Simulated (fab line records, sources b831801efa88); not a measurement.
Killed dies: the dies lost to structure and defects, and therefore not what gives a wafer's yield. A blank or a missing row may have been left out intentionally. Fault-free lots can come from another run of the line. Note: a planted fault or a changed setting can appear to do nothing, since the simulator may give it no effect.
Split-lot trial ; flow sky130 ; 23 wafers read from 5 lots, route of 708 steps

SPLIT DETAILS
At SKY_LI_CONTACT_CVD_21 (deposits W, target thk 400 nm, time 120.56 s), the setting temp c was moved away from the recipe's 400 C on 12 of the 23 wafers read, by -2.0% to +3.0%. All remaining wafers had this setting at the recipe value.

FROM SPLIT TO READING: 1 step shown by the file between the two
- SKY_LI_CONTACT_RS_MEAS_22: measures by four-point-probe

THE READING
LI_CONTACT_W_THK, in nm, at SKY_LI_CONTACT_THK_MEAS_23 (measures by xrf). A value of 400 nm with a standard deviation of 5.1 nm is what fault-free wafers of this fab line usually give.

wafer;tool, chamber at the split;temp c as run, C;against the recipe;LI_CONTACT_W_THK, nm;against lot-mates on the recipe
L074.1;cvd w-01, 0;393.3;-1.7%;358;-43
L074.3;cvd w-01, 0;393.3;-1.7%;356;-45
L074.4;cvd w-01, 1;400;recipe;401;-
L074.5;cvd w-01, 0;400;recipe;401;-
L074.6;cvd w-01, 1;393.3;-1.7%;361;-40
L080.1;cvd w-01, 0;393.1;-1.7%;351;-52
L080.2;cvd w-01, 1;400;recipe;401;-
L080.3;cvd w-01, 1;393.1;-1.7%;358;-46
L080.4;cvd w-01, 0;393.1;-1.7%;355;-48
L080.5;cvd w-01, 1;400;recipe;406;-
L081.1;cvd w-02, 0;400;recipe;393;-
L081.3;cvd w-02, 0;400;recipe;392;-
L081.6;cvd w-02, 0;400;recipe;396;-
L083.1;cvd w-02, 1;400;recipe;405;-
L083.2;cvd w-02, 0;411.9;+3.0%;498;+92
L083.3;cvd w-02, 0;411.9;+3.0%;493;+88
L083.4;cvd w-02, 1;400;recipe;406;-
L083.6;cvd w-02, 0;411.9;+3.0%;495;+90
L085.1;cvd w-02, 0;392;-2.0%;342;-56
L085.2;cvd w-02, 1;392;-2.0%;349;-48
L085.3;cvd w-02, 1;400;recipe;400;-
L085.4;cvd w-02, 0;392;-2.0%;343;-54
L085.5;cvd w-02, 0;400;recipe;395;-

FIT RESULTS
A straight line over all 23 wafers: LI_CONTACT_W_THK changes by +29.5 nm for each +1% of temp c; r = +0.99; the points scatter about the line by 5.4 nm.
The same after taking each lot's own level away (the mean of its wafers on the recipe; 23 wafers): +28.6 nm for each +1%; r = +1.00; scatter 3.3 nm.
That fit puts the effect of the largest move of temp c on the reading at 85 nm.
The span of the lots' own levels, 393.7 to 405.5 nm, comes to 2.3 times the standard deviation stated above.
Consequently the slope shifts little with the lot-to-lot level, the two slopes agreeing.
Check: for one of the wafers moved furthest among these (+3.0%), held out of the fit, the line's prediction against its lot-mates is +85.3 nm. It came out at +92.5 nm against them.

OTHER SPLITS ON THESE WAFERS
Note: prior to the reading, these wafers also went through further splits. Each is held against what the fit with the lots' levels taken away leaves over:
other split on the same wafers;wafers away from the commonest value;r with LI_CONTACT_W_THK (lot level and that fit taken away)
SKY_SD_N_STRIP_11 power w;6;+0.05
SKY_LI_CONTACT_ETCH_14 time s;7;+0.14

THE WHOLE CHAIN: every reading that the file lists as answering this split, in the file's order
step;what it does;reading;change (the file's fit);r (the file's)
SKY_LI_CONTACT_CVD_21;deposits W, target thk 400 nm, time 120.56 s;W_of_LI_CONTACT_CVD_21.thk nm (the simulator's own value, which no gauge read);+28.1 nm for each +1% of the setting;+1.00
SKY_LI_CONTACT_RS_MEAS_22;measures by four-point-probe;LI_CONTACT_W_RS;-0.0194 for each +1% of the setting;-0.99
SKY_LI_CONTACT_THK_MEAS_23;measures by xrf;LI_CONTACT_W_THK;+28.3 for each +1% of the setting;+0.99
SKY_LI_CONTACT_CMP_24;polishes, stops on PSG, t overpolish 20 s, target thk 0 nm;time to endpoint s;withheld for each +1% of the setting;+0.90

FILE'S OWN FIT
LI_CONTACT_W_THK changes by +28.3 nm for each +1% of temp c, r = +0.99.
